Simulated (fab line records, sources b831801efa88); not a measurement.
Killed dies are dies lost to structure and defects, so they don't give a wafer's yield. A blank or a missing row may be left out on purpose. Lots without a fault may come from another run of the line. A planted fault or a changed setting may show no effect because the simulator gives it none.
Which tool did it? | flow sky130 | 14 lots, 42 wafers sampled, at 6 steps of a route of 708

WHAT THE GAUGES READ, wafer by wafer
SKY_LDD_N_TW_MEAS_17. Usual: LDD_N_TW 2588, standard deviation 21.
lot  | measured     | on            | LDD_N_TW       | flag
L450 | day 17 11:14 | film_metro-01 | 2586 2601 2584 |
L451 | day 18 00:54 | film_metro-01 | 2603 2623 2592 |
L452 | day 18 16:02 | film_metro-03 | 2584 2587 2575 |
L453 | day 19 00:34 | film_metro-01 | 2614 2623 2616 |
L454 | day 19 06:31 | film_metro-04 | 2598 2600 2611 |
L459 | day 21 02:19 | film_metro-01 | 2464 2458 2437 | OFF
L460 | day 22 02:02 | film_metro-03 | 2425 2424 2426 | OFF
L464 | day 23 06:34 | film_metro-03 | 2549 2569 2576 |
L465 | day 23 11:56 | film_metro-04 | 2605 2606 2616 |
L467 | day 24 23:59 | film_metro-03 | 2561 2563 2572 |
L468 | day 25 01:40 | film_metro-03 | 2572 2585 2574 |
L469 | day 25 00:55 | film_metro-03 | 2548 2565 2572 |
L471 | day 25 14:11 | film_metro-04 | 2599 2599 2605 |
L473 | day 26 01:37 | film_metro-03 | 2573 2576 2564 |

SKY_LDD_HVP_OVL_MEAS_07. Usual: LDD_HVP_OVL 0.2 nm, standard deviation 1.4.
lot  | measured     | on         | LDD_HVP_OVL (nm) | flag
L450 | day 21 06:06 | overlay-02 | 1.6 0.4 0.9      |
L451 | day 21 20:09 | overlay-02 | 1.2 2.2 -1.4     |
L452 | day 22 21:02 | overlay-01 | 0.2 1.1 1.6      |
L453 | day 22 21:14 | overlay-01 | 0.1 -1.2 1.3     |
L454 | day 23 01:26 | overlay-02 | -2.2 -0.1 -1.2   |
L464 | day 26 22:39 | overlay-01 | -0.1 1.0 0.7     |
L465 | day 27 04:47 | overlay-01 | 1.6 0.8 0.5      |
L467 | day 28 15:04 | overlay-01 | 1.2 1.9 1.0      |
L468 | day 28 16:47 | overlay-02 | -1.1 1.4 0.8     |
L469 | day 28 16:45 | overlay-01 | -2.8 -1.2 -1.8   |
L471 | day 29 05:35 | overlay-01 | -1.3 -0.4 -0.4   |
L473 | day 29 16:27 | overlay-02 | 1.8 2.8 2.4      |

SKY_RES_XHIGH_TW_MEAS_09. Usual: RES_XHIGH_TW 1653, standard deviation 6.6.
lot  | measured     | on            | RES_XHIGH_TW   | flag
L450 | day 26 10:10 | film_metro-04 | 1645 1645 1652 |
L451 | day 26 21:05 | film_metro-01 | 1660 1663 1658 |
L452 | day 27 21:29 | film_metro-04 | 1663 1650 1653 |
L453 | day 28 01:08 | film_metro-01 | 1645 1655 1654 |
L454 | day 28 04:10 | film_metro-04 | 1644 1649 1658 |
L464 | day 31 20:18 | film_metro-04 | 1648 1642 1654 |
L465 | day 32 01:31 | film_metro-04 | 1661 1659 1661 |
L467 | day 33 10:05 | film_metro-01 | 1657 1660 1656 |
L468 | day 33 11:17 | film_metro-04 | 1653 1651 1646 |
L469 | day 33 11:34 | film_metro-02 | 1649 1651 1646 |
L471 | day 33 22:56 | film_metro-01 | 1656 1657 1649 |
L473 | day 34 10:46 | film_metro-02 | 1656 1654 1652 |

WHICH TOOL RAN EACH LOT (tool, then ch and the chambers of the sampled wafers, then the start)
lot  | SKY_FIELD_ISO_STRIP_16              | SKY_LDD_N_IMPLANT_10            | SKY_LDD_N_STRIP_16
L450 | plasma_asher-04 ch 0,1, day 2 03:53 | implanter-02 ch 0, day 17 10:14 | plasma_asher-04 ch 0,1, day 17 11:07
L451 | plasma_asher-04 ch 1, day 2 09:53   | implanter-01 ch 0, day 17 23:54 | plasma_asher-04 ch 1, day 18 00:48
L452 | plasma_asher-04 ch 0,1, day 2 15:12 | implanter-01 ch 0, day 18 15:05 | plasma_asher-04 ch 0,1, day 18 15:56
L453 | plasma_asher-04 ch 0,1, day 2 20:29 | implanter-02 ch 0, day 18 23:34 | plasma_asher-01 ch 0,1, day 19 00:28
L454 | plasma_asher-04 ch 0,1, day 3 01:09 | implanter-01 ch 0, day 19 05:33 | plasma_asher-02 ch 0,1, day 19 06:26
L459 | plasma_asher-03 ch 1, day 4 03:38   | implanter-03, day 21 01:20      | plasma_asher-04 ch 0,1, day 21 02:12
L460 | plasma_asher-04 ch 0,1, day 4 09:37 | implanter-01, day 22 01:02      | plasma_asher-02 ch 0,1, day 22 01:55
L464 | plasma_asher-02 ch 0,1, day 5 07:47 | implanter-01 ch 0, day 23 05:34 | plasma_asher-01 ch 0,1, day 23 06:28
L465 | plasma_asher-03 ch 0,1, day 5 10:28 | implanter-03 ch 0, day 23 10:58 | plasma_asher-02 ch 0,1, day 23 11:50
L467 | plasma_asher-03 ch 0,1, day 6 00:30 | implanter-03 ch 0, day 24 23:02 | plasma_asher-01 ch 0,1, day 24 23:53
L468 | plasma_asher-03 ch 0,1, day 6 04:22 | implanter-03 ch 0, day 25 00:41 | plasma_asher-01 ch 0, day 25 01:33
L469 | plasma_asher-04 ch 0,1, day 6 09:11 | implanter-01 ch 0, day 24 23:55 | plasma_asher-02 ch 0,1, day 25 00:49
L471 | plasma_asher-03 ch 1, day 6 20:13   | implanter-01 ch 0, day 25 13:11 | plasma_asher-01 ch 1, day 25 14:04
L473 | plasma_asher-03 ch 0,1, day 7 07:23 | implanter-03 ch 0, day 26 00:35 | plasma_asher-02 ch 0,1, day 26 01:28
- SKY_FIELD_ISO_STRIP_16: strips in O2/N2.
- SKY_LDD_N_IMPLANT_10
- SKY_LDD_N_STRIP_16: strips in O2/N2.

WHAT THE TOOLS THEMSELVES READ (means of the sampled wafers that have a number; where no wafer has one, the mark that the record gives instead)
SKY_FIELD_ISO_STRIP_16. Usual: drypump_motor_current_A 5.5 A, standard deviation 0.53; oes_product_au 0.379 a.u., standard deviation 0.0039; strip_time_to_endpoint_s 3.552 s, standard deviation 0.024.
lot  | tool            | drypump_motor_current_A (A) | oes_product_au (a.u.) | strip_time_to_endpoint_s (s) | flag
L450 | plasma_asher-04 | 5.1                         | 0.379                 | 3.541                        |
L451 | plasma_asher-04 | 5.1                         | 0.377                 | 3.558                        |
L452 | plasma_asher-04 | 5.1                         | 0.375                 | 3.576                        |
L453 | plasma_asher-04 | 5.1                         | 0.378                 | 3.523                        |
L454 | plasma_asher-04 | 5.1                         | 0.380                 | 3.548                        |
L459 | plasma_asher-03 | 5.8                         | 0.378                 | 3.574                        |
L460 | plasma_asher-04 | 5.1                         | 0.379                 | 3.515                        |
L464 | plasma_asher-02 | 6.3                         | 0.381                 | 3.550                        |
L465 | plasma_asher-03 | 5.3                         | 0.381                 | 3.546                        |
L467 | plasma_asher-03 | 5.3                         | 0.372                 | 3.548                        |
L468 | plasma_asher-03 | 5.3                         | 0.381                 | 3.561                        |
L469 | plasma_asher-04 | 5.1                         | 0.380                 | 3.567                        |
L471 | plasma_asher-03 | 5.8                         | 0.377                 | 3.528                        |
L473 | plasma_asher-03 | 5.3                         | 0.378                 | 3.536                        |

SKY_LDD_N_IMPLANT_10. Usual: beam_energy_keV 20.000, standard deviation 0.0058; beam_on_s 9.98 s, standard deviation 0.2.
lot  | tool         | beam_energy_keV | beam_on_s (s) | flag
L450 | implanter-02 | 19.997          | 9.87          |
L451 | implanter-01 | 19.998          | 10.03         |
L452 | implanter-01 | 19.999          | 10.02         |
L453 | implanter-02 | 20.002          | 9.94          |
L454 | implanter-01 | 20.001          | 9.99          |
L459 | implanter-03 | -               | -             | OFF
L460 | implanter-01 | -               | -             | OFF
L464 | implanter-01 | 20.001          | 9.73          |
L465 | implanter-03 | 20.001          | 9.79          |
L467 | implanter-03 | 19.996          | 10.01         |
L468 | implanter-03 | 20.002          | 9.94          |
L469 | implanter-01 | 19.994          | 10.01         |
L471 | implanter-01 | 19.995          | 9.89          |
L473 | implanter-03 | 20.002          | 9.85          |

SKY_LDD_N_STRIP_16. Usual: drypump_motor_current_A 5.8 A, standard deviation 0.56; oes_product_au 0.407 a.u., standard deviation 0.005; strip_time_to_endpoint_s 4.316 s, standard deviation 0.016.
lot  | tool            | drypump_motor_current_A (A) | oes_product_au (a.u.) | strip_time_to_endpoint_s (s) | flag
L450 | plasma_asher-04 | 5.1                         | 0.405                 | 4.307                        |
L451 | plasma_asher-04 | 5.1                         | 0.411                 | 4.334                        |
L452 | plasma_asher-04 | 5.1                         | 0.406                 | 4.320                        |
L453 | plasma_asher-01 | 5.6                         | 0.408                 | 4.313                        |
L454 | plasma_asher-02 | 6.4                         | 0.412                 | 4.326                        |
L459 | plasma_asher-04 | 5.1                         | 0.409                 | 4.134                        | OFF
L460 | plasma_asher-02 | 6.4                         | 0.408                 | 4.159                        | OFF
L464 | plasma_asher-01 | 5.9                         | 0.407                 | 4.351                        |
L465 | plasma_asher-02 | 6.3                         | 0.409                 | 4.322                        |
L467 | plasma_asher-01 | 5.6                         | 0.406                 | 4.316                        |
L468 | plasma_asher-01 | 6.1                         | 0.405                 | 4.330                        |
L469 | plasma_asher-02 | 6.3                         | 0.410                 | 4.315                        |
L471 | plasma_asher-01 | 5.4                         | 0.405                 | 4.315                        |
L473 | plasma_asher-02 | 6.3                         | 0.405                 | 4.301                        |

THE ANSWER, worked out from the rows above alone
Rule: a lot is off if the mean of its wafers that have a number lies more than 3 standard deviations from the usual mean. A lot without any number at a reading at which 4 lots or more have one is off too. The other lots that the step has rows for count as sound. The gauges are gone through in route order, then the tools' own readings, and for those a lot's mean is taken as printed above. The first step at which some lot is off is used, and at that step the reading that is off furthest; a lot without a number counts as furthest.
Off: L459, L460, at SKY_LDD_N_TW_MEAS_17 (LDD_N_TW).
A tool fits if, at a process step before that reading, it ran every lot that is off, and no sound lot after the first of them. The gauges at SKY_LDD_N_TW_MEAS_17 aren't tried: what is off there is off at SKY_LDD_N_IMPLANT_10 too, on other tools, and a gauge's error can't cause that. None of those tried fits.

WHAT THE SIMULATOR HAD PUT IN
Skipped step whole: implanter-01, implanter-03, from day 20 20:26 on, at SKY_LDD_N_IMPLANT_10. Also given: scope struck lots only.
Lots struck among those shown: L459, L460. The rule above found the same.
